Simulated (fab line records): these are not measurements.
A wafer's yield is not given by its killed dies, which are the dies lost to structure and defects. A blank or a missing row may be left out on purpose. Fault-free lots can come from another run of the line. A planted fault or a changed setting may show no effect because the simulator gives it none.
What tool caused it?	flow gf180mcu	18 wafers from 6 lots sampled at 2 of the route's 602 steps

WHAT THE GAUGES SHOWED, per wafer
GF_V2_RS_MEAS_24: a four-point-probe measurement.
lot	measured	on	V2_W_RS (ohm/sq)
L707	day 21 04:54	filmMetro-02	0.330 0.335 0.335
L714	day 23 13:57	filmMetro-01	44.001 44.288 43.829
L718	day 25 04:41	filmMetro-01	0.334 0.332 0.333
L721	day 26 05:32	filmMetro-02	0.327 0.327 0.326
L724	day 26 20:49	filmMetro-01	0.330 0.332 0.332
L728	day 28 02:22	filmMetro-01	0.333 0.333 0.329

TOOL THAT RAN EACH LOT (tool first, then ch and the chambers of the sampled wafers, then the start)
lot	GF_V2_CVD_23
L707	cvdW-02 ch 0,1, day 21 04:47
L714	cvdW-02 ch 0,1, day 23 13:50
L718	cvdW-01 ch 0,1, day 25 04:33
L721	cvdW-02 ch 0,1, day 26 05:24
L724	cvdW-01 ch 0,1, day 26 20:42
L728	cvdW-01 ch 0,1, day 28 02:14
- GF_V2_CVD_23: deposits W, target thk 350 nm, time 104.94 s.

THE ANSWER, worked out from the rows above alone
Rule: what is usual is taken from the lots themselves. Put in order of their means at a reading, lots are off if they are a third of the lots or fewer, leave a main group of 4 or more, and stand apart from it by a gap of 3 or more times the standard deviation of the main group's means; of several such gaps the widest counts. A main group is skipped when, at the precision printed for the reading in the tables above, its means are all equal. A lot without any number at a reading at which 4 lots or more have one is off too. Where the step has rows for the other lots, those lots are counted as sound.
Off: L714, at GF_V2_RS_MEAS_24 (V2_W_RS). For the main group the mean is 0.331 ohm/sq and the standard deviation 0.0024.
If a tool, at a process step before that reading, ran all the lots that are off and no sound lot after the first of them, it fits. The gauges at GF_V2_RS_MEAS_24 are tried like those tools. Of those tried, none fits.

WHAT WAS PUT IN BY THE SIMULATOR
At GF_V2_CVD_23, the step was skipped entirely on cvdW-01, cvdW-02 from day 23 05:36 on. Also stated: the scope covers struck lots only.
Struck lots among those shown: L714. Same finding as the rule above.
